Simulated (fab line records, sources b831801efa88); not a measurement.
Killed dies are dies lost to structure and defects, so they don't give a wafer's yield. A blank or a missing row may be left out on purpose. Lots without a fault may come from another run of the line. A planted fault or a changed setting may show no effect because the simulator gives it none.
fab line records | flow sky130
record lots=7 wafers=21 last_day=49
route steps=708 shown VIA3@585
lots that met no fault: from a run of the same line without faults
start_h: hours from the record's first day to the start of the lot's first wafer shown | wait_h: hours since the lot's step before | " the same as in the row above | L1.1+2: a row that stands for several wafers | - no value, or no start given | * or withheld: withheld | < > ~ a bound
route shown NAME@n: a module of which the file shows steps, and the number in the route of the first | usual: mean/standard deviation of fault-free wafers | same: alike in all rows | chamber/n: place in a boat | sites: the reading at each site | _std_site: their standard deviation | _edge_site: outer sites' mean less inner sites' | radius_mm: how far each site lies from the wafer's centre | mask NAME#n: copy n | behind: the tool/chamber that last shaped the wafer | hold: why the lot was held/for how many hours/how that ended | device: the transistor (n, p or np) that didn't switch | end of line: the same wafers' tests at the end of the route | a step without rows: its recipe alone | killed: dies lost to structure and defects at the first sort, not the wafer's yield | map: a wafer's dies, x killed, . not, _ none there
set.NAME: the setting as run; set.NAME@STEP: as run at that earlier step | model.NAME: the simulator's own value behind a step, which no gauge read
lots at some steps of the route; a table a step, a row a wafer
services: from which hour (start_h, from the record's first day; less than 0 if before it) a tool's chamber was out of use, for how many hours, and why
## steps
# step SKY_VIA3_CD_MEAS_12
# recipe target_cd_nm=200
# usual cd_nm=200.2/1.4
# columns lot.wafer tool chamber start_h wait_h cd_nm
L739.1 cd_sem-02 - 929.54 - 199.5
L739.2 " - " " 199.9
L739.5 " - " " 199.3
L742.2 cd_sem-01 - 973.87 - 198.2
L742.3 " - " " 199.8
L742.4 " - " " 199.5
L747.2 cd_sem-01 - 1005.17 - 202.9
L747.4 " - " " 201.3
L747.5 " - " " 201.6
L748.1 cd_sem-01 - 1005.59 - 201.7
L748.3 " - " " 203.1
L748.6 " - " " 202.3
L750.1 cd_sem-01 - 1025.50 - 197.1
L750.2 " - " " 200.0
L750.5 " - " " 199.3
L751.2 cd_sem-01 - 1025.87 - 201.0
L751.3 " - " " 200.4
L751.5 " - " " 200.4
L756.2 cd_sem-02 - 1051.22 - 200.4
L756.3 " - " " 199.7
L756.4 " - " " 199.4
# step SKY_VIA3_OVL_MEAS_13
# usual VIA3_OVL=-1/5.3
# columns lot.wafer tool chamber start_h wait_h VIA3_OVL[nm]
L739.1 overlay-02 - 929.66 0.1 3
L739.2 " - " " 1
L739.5 " - " " 9
L742.2 overlay-01 - 973.98 0.1 -8
L742.3 " - " " 0
L742.4 " - " " -2
L747.2 overlay-02 - 1005.28 0.1 1
L747.4 " - " " -1
L747.5 " - " " 1
L748.1 overlay-02 - 1005.71 0.1 -3
L748.3 " - " " -3
L748.6 " - " " -7
L750.1 overlay-01 - 1025.62 0.1 4
L750.2 " - " " 6
L750.5 " - " " -1
L751.2 overlay-01 - 1025.98 0.1 3
L751.3 " - " " -2
L751.5 " - " " -2
L756.2 overlay-02 - 1051.33 0.1 2
L756.3 " - " " -9
L756.4 " - " " 1
# step SKY_VIA3_ETCH_14
# recipe chemistry=N2/H2 target=BARC ion_energy_ev=200 source_w=500 bias_w=100 pressure_mtorr=30 n2_flow_sccm=100 h2_flow_sccm=200 stop_on=SiO2 time_s=45.9 target_depth_a=600
# usual drypump_motor_current_A=5.8/0.37 oes_product_au=0.855/0.0049 throttle_valve_pct=13.224/0.0091
# columns lot.wafer tool chamber start_h wait_h drypump_motor_current_A oes_product_au rf_hours_counter_h throttle_valve_pct
L739.1 rie_diel-01 2 929.69 0.0 6.1 0.845 20 13.228
L739.2 " 1 " " 5.6 0.849 17 13.221
L739.5 " 0 " " 5.6 0.863 - 13.237
L742.2 rie_diel-01 1 974.01 0.0 5.6 0.859 18 13.228
L742.3 " 2 " " 6.1 0.857 21 13.216
L742.4 " 1 " " 5.6 0.848 - 13.226
L747.2 rie_diel-02 3 1005.31 0.0 5.1 0.855 20 13.222
L747.4 " 2 " " 5.7 0.853 14 13.211
L747.5 " 0 " " 6.5 0.853 - 13.223
L748.1 rie_diel-04 0 1005.75 0.0 6.0 0.855 21 13.230
L748.3 " 2 " " 5.8 0.858 22 13.223
L748.6 " 2 " " 5.8 0.865 - 13.220
L750.1 rie_diel-01 3 1025.66 0.0 5.5 0.858 16 13.220
L750.2 " 2 " " 6.1 0.856 23 13.227
L750.5 " 3 " " 5.5 0.853 - 13.212
L751.2 rie_diel-04 0 1026.01 0.0 6.0 0.858 22 13.221
L751.3 " 3 " " 5.7 0.859 21 13.225
L751.5 " 1 " " 6.2 0.856 - 13.220
L756.2 rie_diel-04 3 1051.36 0.0 5.7 0.862 22 13.241
L756.3 " 1 " " 6.2 0.858 18 13.229
L756.4 " 0 " " 6.0 0.854 23 13.216
# step SKY_VIA3_ETCH_15
# recipe target=SiO2 chemistry=C4F8/O2/Ar target_depth_nm=507 stop_on=TiN mask_material=KrF-thick source_w=1500 bias_w=1200 pressure_mtorr=40 c4f8_flow_sccm=withheld O2_flow_sccm=6 Ar_flow_sccm=300 time_s=78
# usual oes_product_au=0.947/0.0047
# columns lot.wafer tool chamber start_h wait_h oes_product_au rf_hours_counter_h
L739.1 rie_diel-01 2 929.74 0.0 0.955 20
L739.2 " 1 " " 0.950 17
L739.5 " 0 " " 0.942 -
L742.2 rie_diel-01 1 974.05 0.0 0.943 18
L742.3 " 2 " " 0.938 21
L742.4 " 1 " " 0.944 -
L747.2 rie_diel-02 3 1005.35 0.0 0.950 20
L747.4 " 2 " " 0.939 14
L747.5 " 0 " " 0.945 -
L748.1 rie_diel-04 0 1005.79 0.0 0.948 21
L748.3 " 2 " " 0.944 22
L748.6 " 2 " " 0.947 -
L750.1 rie_diel-01 3 1025.70 0.0 0.939 16
L750.2 " 2 " " 0.945 23
L750.5 " 3 " " 0.941 -
L751.2 rie_diel-04 0 1026.05 0.0 0.946 22
L751.3 " 3 " " 0.941 21
L751.5 " 1 " " 0.945 -
L756.2 rie_diel-04 3 1051.40 0.0 0.946 22
L756.3 " 1 " " 0.950 18
L756.4 " 0 " " 0.943 23
# step SKY_VIA3_STRIP_16
# recipe chemistry=O2/N2 power_w=1400 pressure_mtorr=1500 platen_temp_c=withheld o2_flow_sccm=3000 n2_flow_sccm=300 overash_fraction=0.5
# usual drypump_motor_current_A=5.4/0.44 oes_product_au=0.402/0.0047 strip_time_to_endpoint_s=4.126/0.027
# columns lot.wafer tool chamber start_h wait_h drypump_motor_current_A oes_product_au rf_hours_counter_h strip_time_to_endpoint_s
L739.1 plasma_asher-04 0 929.80 0.0 5.3 0.406 50 4.105
L739.2 " 1 " " 5.6 0.408 50 4.113
L739.5 " 1 " " 5.6 0.407 - 4.145
L742.2 plasma_asher-03 0 974.11 0.0 4.8 0.393 22 4.150
L742.3 " 0 " " 4.8 0.400 - 4.123
L742.4 " 1 " " 5.5 0.404 - 4.157
L747.2 plasma_asher-04 1 1005.41 0.0 5.6 0.405 58 4.137
L747.4 " 1 " " 5.6 0.409 - 4.135
L747.5 " 0 " " 5.3 0.403 - 4.132
L748.1 plasma_asher-03 0 1005.85 0.0 4.8 0.399 26 4.093
L748.3 " 0 " " 4.8 0.402 - 4.080
L748.6 " 1 " " 5.5 0.390 - 4.096
L750.1 plasma_asher-02 1 1025.76 0.0 6.2 0.392 121 4.120
L750.2 " 0 " " 6.0 0.398 121 4.111
L750.5 " 1 " " 6.1 0.397 - 4.117
L751.2 plasma_asher-03 0 1026.11 0.0 4.8 0.400 28 4.114
L751.3 " 1 " " 5.5 0.407 - 4.126
L751.5 " 0 " " 4.8 0.410 - 4.128
L756.2 plasma_asher-02 0 1051.46 0.0 6.0 0.410 124 4.128
L756.3 " 1 " " 6.1 0.400 - 4.138
L756.4 " 0 " " 6.0 0.405 - 4.110
# step SKY_VIA3_STRIP_17
# recipe chemistry=post_etch_residue_remover time_s=1200 temp_c=72.5
# step SKY_VIA3_CLEAN_18
# recipe chemistry=IPA time_s=180 temp_c=25
# step SKY_VIA3_CLEAN_19
# recipe chemistry=O3/DIW dry=n2_spin
# step SKY_VIA3_SPUTTER_20
# recipe material=TiN target_thk_nm=20 chamber_pressure_pa=5 power_w=4000 time_s=80
# usual chamber_pressure_pa=5.000/0.0098 throttle_valve_pct=29.7/1.1
# columns lot.wafer tool chamber start_h wait_h chamber_pressure_pa throttle_valve_pct
L739.1 pvd_sputter-04 - 930.39 0.0 5.009 27.9
L739.2 " - " " 5.007 30.2
L739.5 " - " " 5.002 28.8
L742.2 pvd_sputter-01 - 974.73 0.0 5.012 31.0
L742.3 " - " " 5.006 29.4
L742.4 " - " " 4.986 31.3
L747.2 pvd_sputter-04 - 1006.00 0.0 5.014 29.1
L747.4 " - " " 5.006 29.9
L747.5 " - " " 5.007 28.8
L748.1 pvd_sputter-03 - 1006.44 0.0 5.009 30.1
L748.3 " - " " 4.995 30.9
L748.6 " - " " 4.996 29.9
L750.1 pvd_sputter-03 - 1026.35 0.0 4.992 29.9
L750.2 " - " " 4.979 31.0
L750.5 " - " " 4.994 28.7
L751.2 pvd_sputter-03 - 1026.73 0.0 5.007 29.8
L751.3 " - " " 4.997 31.0
L751.5 " - " " 5.001 28.8
L756.2 pvd_sputter-03 - 1052.06 0.0 4.992 29.8
L756.3 " - " " 4.995 28.6
L756.4 " - " " 4.991 30.7
# step SKY_VIA3_CVD_21
# recipe material=W target_thk_nm=390 time_s=117.31 temp_c=400 pressure_torr=40
# usual chamber_pressure_Torr=40.00/0.09 heater_power_w=887/83
# columns lot.wafer tool chamber start_h wait_h chamber_pressure_Torr heater_power_w
L739.1 cvd_w-02 1 930.45 0.0 40.10 890
L739.2 " 0 " " 40.07 787
L739.5 " 0 " " 39.99 786
L742.2 cvd_w-02 1 974.79 0.0 40.03 873
L742.3 " 1 " " 40.02 890
L742.4 " 0 " " 39.99 773
L747.2 cvd_w-01 1 1006.06 0.0 40.18 877
L747.4 " 1 " " 40.04 862
L747.5 " 1 " " 40.07 860
L748.1 cvd_w-01 0 1006.50 0.0 39.96 1036
L748.3 " 1 " " 39.91 863
L748.6 " 0 " " 39.98 1047
L750.1 cvd_w-01 0 1026.41 0.0 40.00 1033
L750.2 " 1 " " 39.90 898
L750.5 " 0 " " 40.18 1027
L751.2 cvd_w-02 1 1026.79 0.0 39.95 899
L751.3 " 0 " " 40.05 796
L751.5 " 0 " " 40.06 810
L756.2 cvd_w-01 1 1052.12 0.0 40.11 872
L756.3 " 1 " " 40.06 874
L756.4 " 0 " " 40.12 1039
# step SKY_VIA3_RS_MEAS_22
# recipe thk_meas_gauge=four-point-probe reads=W_of_VIA3_CVD_21+TiN_of_VIA3_SPUTTER_20
# usual VIA3_W_RS=0.292/0.0048
# columns lot.wafer tool chamber start_h wait_h VIA3_W_RS[ohm/sq]
L739.1 film_metro-03 - 930.58 0.1 0.291
L739.2 " - " " 0.297
L739.5 " - " " 0.296
L742.2 film_metro-04 - 974.94 0.1 0.289
L742.3 " - " " 0.290
L742.4 " - " " 0.301
L747.2 film_metro-04 - 1006.20 0.1 0.290
L747.4 " - " " 0.286
L747.5 " - " " 0.295
L748.1 film_metro-03 - 1006.62 0.1 0.284
L748.3 " - " " 0.289
L748.6 " - " " 0.284
L750.1 film_metro-04 - 1026.53 0.1 0.289
L750.2 " - " " 0.296
L750.5 " - " " 0.288
L751.2 film_metro-04 - 1026.93 0.1 0.289
L751.3 " - " " 0.299
L751.5 " - " " 0.301
L756.2 film_metro-04 - 1052.26 0.1 0.296
L756.3 " - " " 0.293
L756.4 " - " " 0.287
# step SKY_VIA3_THK_MEAS_23
# recipe thk_meas_gauge=xrf reads=W_of_VIA3_CVD_21
# usual VIA3_W_THK=396/7.9
# columns lot.wafer tool chamber start_h wait_h VIA3_W_THK[nm]
L739.1 film_metro-03 - 930.70 0.1 390
L739.2 " - " " 385
L739.5 " - " " 383
L742.2 film_metro-04 - 975.05 0.1 399
L742.3 " - " " 398
L742.4 " - " " 383
L747.2 film_metro-04 - 1006.31 0.1 399
L747.4 " - " " 403
L747.5 " - " " 389
L748.1 film_metro-03 - 1006.74 0.1 409
L748.3 " - " " 400
L748.6 " - " " 407
L750.1 film_metro-04 - 1026.65 0.1 398
L750.2 " - " " 389
L750.5 " - " " 400
L751.2 film_metro-04 - 1027.04 0.1 396
L751.3 " - " " 385
L751.5 " - " " 383
L756.2 film_metro-04 - 1052.37 0.1 388
L756.3 " - " " 392
L756.4 " - " " 399
# step SKY_VIA3_CMP_24
# recipe stop_on=SiO2 t_overpolish_s=20 down_force_psi=3.5 platen_rpm=60 target_thk_nm=0 pad_velocity_m_s=0.94248
# usual motor_current_A=11.3/0.85 overpolish_run_s=20.000/0.0084 time_to_endpoint_s=95/3.9
# columns lot.wafer tool chamber start_h wait_h motor_current_A overpolish_run_s time_to_endpoint_s
L739.2 cmp-02 0 930.76 0.0 11.6 19.990 92
L739.1 " 3 " " 11.2 19.991 93
L739.5 " 1 " " 11.4 19.993 87
L742.4 cmp-02 3 975.10 0.0 11.0 19.998 89
L742.2 " 0 " " 11.4 19.992 100
L742.3 " 2 " " 12.0 20.010 91
L747.4 cmp-02 1 1006.36 0.0 10.6 0.048 151
L747.2 " 0 " " 11.1 0.040 150
L747.5 " 1 " " 10.9 0.034 148
L748.3 cmp-01 2 1006.80 0.0 13.1 20.007 93
L748.1 " 3 " " 9.9 19.999 100
L748.6 " 2 " " 12.4 19.997 97
L750.2 cmp-02 3 1026.71 0.0 10.2 0.031 147
L750.1 " 2 " " 12.1 0.039 150
L750.5 " 0 " " 11.1 0.036 150
L751.3 cmp-02 3 1027.09 0.0 10.7 0.034 146
L751.2 " 1 " " 11.4 0.045 150
L751.5 " 3 " " 11.5 0.032 145
L756.4 cmp-01 0 1052.42 0.0 11.3 20.008 99
L756.2 " 2 " " 12.7 20.017 93
L756.3 " 3 " " 9.8 20.006 97
## services
# columns tool chamber start_h hours kind
cmp-02 - 912.37 4.0 pm
plasma_asher-02 - 913.48 23.6 repair
cmp-02 - 914.12 1.3 repair
cvd_w-01 - 920.73 2.1 repair
pvd_sputter-04 - 921.83 1.7 repair
cvd_w-01 0 929.31 10.7 repair
pvd_sputter-04 - 942.29 3.1 repair
rie_diel-04 - 953.94 1.1 repair
plasma_asher-04 - 955.71 0.8 repair
plasma_asher-03 - 956.20 0.9 repair
rie_diel-02 - 957.49 0.4 repair
cmp-01 - 961.76 6.2 pm
plasma_asher-02 - 968.65 28.1 pm
rie_diel-01 3 971.80 6.0 repair
rie_diel-04 2 975.21 1.2 repair
cmp-02 - 976.88 5.7 repair
cvd_w-02 - 1002.68 6.9 pm
rie_diel-02 1 1013.52 52.5 repair
cmp-02 - 1017.01 0.7 repair
rie_diel-01 - 1018.46 2.8 pm
plasma_asher-04 - 1025.61 0.6 repair
rie_diel-04 1 1035.55 3.0 repair
plasma_asher-03 - 1036.94 0.7 repair
rie_diel-01 - 1038.10 1.3 repair
## key
first_sign step=SKY_VIA3_CMP_24 reading=overpolish_run_s direction=down sigmas=99+ usual=20.000 struck=0.038
effect step=SKY_VIA3_CMP_24 reading=time_to_endpoint_s direction=up sigmas=14 usual=* struck=*
met_at SKY_VIA3_CMP_24
struck_wafers L747.2,L747.4,L747.5,L750.1,L750.2,L750.5,L751.2,L751.3,L751.5
later_rows_left_out L747.2,L747.4,L747.5,L750.1,L750.2,L750.5,L751.2,L751.3,L751.5
sort_left_out L747.2,L747.4,L747.5,L750.1,L750.2,L750.5,L751.2,L751.3,L751.5
onset_between 975.10 1006.36
fault kind=process_parameter_drift tool=cmp-02 chamber=- onset_h=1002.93 steps=SKY_VIA3_CMP_24 channel=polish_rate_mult offset=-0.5 shape=step end_h=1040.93
# sort_left_out: the simulated sort isn't trusted on such a fault, so these wafers' sort isn't shown, and their yield isn't known
# later_rows_left_out: the simulator's readings of these wafers behind a module that went badly wrong aren't trusted and aren't shown, but for the sort
